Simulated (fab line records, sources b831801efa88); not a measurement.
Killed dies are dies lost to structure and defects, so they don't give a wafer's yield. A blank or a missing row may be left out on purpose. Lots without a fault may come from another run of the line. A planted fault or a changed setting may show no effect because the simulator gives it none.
Which tool did it? | flow sky130 | 6 lots, 18 wafers sampled, at 3 steps of a route of 708

WHAT THE GAUGES READ, wafer by wafer
SKY_LDD_LDN_OVL_MEAS_07.
lot  | measured     | on         | LDD_LDN_OVL (nm)
L825 | day 25 07:37 | overlay-01 | 1.0 2.7 0.9
L830 | day 27 05:35 | overlay-02 | -2.2 -0.9 -1.4
L833 | day 28 07:49 | overlay-01 | 0.5 0.2 1.5
L836 | day 29 01:26 | overlay-02 | -0.4 -0.2 0.7
L839 | day 30 01:56 | overlay-01 | 0.5 0.4 -0.4
L842 | day 30 19:23 | overlay-02 | -0.7 -2.0 0.7

WHICH TOOL RAN EACH LOT (tool, then ch and the chambers of the sampled wafers, then the start)
lot  | SKY_NWELL_RTA_28                 | SKY_LDD_LDN_EXPOSE_04
L825 | rtp_anneal-02 ch 0, day 6 23:44  | iline_stepper-02 ch 0, day 24 17:13
L830 | rtp_anneal-01 ch 0, day 8 02:50  | iline_stepper-02 ch 0, day 26 15:53
L833 | rtp_anneal-02 ch 0, day 9 00:52  | iline_stepper-01 ch 0, day 27 17:29
L836 | rtp_anneal-01 ch 0, day 9 21:09  | iline_stepper-02 ch 0, day 28 11:46
L839 | rtp_anneal-01 ch 0, day 10 12:05 | iline_stepper-01 ch 0, day 29 12:27
L842 | rtp_anneal-01 ch 0, day 11 02:10 | iline_stepper-01 ch 0, day 30 05:50
- SKY_NWELL_RTA_28: time 30 s.
- SKY_LDD_LDN_EXPOSE_04: exposes mask LDNTM, target cd 700 nm.

THE ANSWER, worked out from the rows above alone
Rule: what is usual is taken from the lots themselves. Put in order of their means at a reading, lots are off if they are a third of the lots or fewer, leave a main group of 4 or more, and stand apart from it by a gap of 3 or more times the standard deviation of the main group's means; of several such gaps the widest counts. A main group whose means are all the same, to the digits that the tables above print for the reading, isn't used. A lot without any number at a reading at which 4 lots or more have one is off too. The other lots that the step has rows for count as sound.
No lot is off at any reading shown: from this, nothing can be told.

WHAT THE SIMULATOR HAD PUT IN
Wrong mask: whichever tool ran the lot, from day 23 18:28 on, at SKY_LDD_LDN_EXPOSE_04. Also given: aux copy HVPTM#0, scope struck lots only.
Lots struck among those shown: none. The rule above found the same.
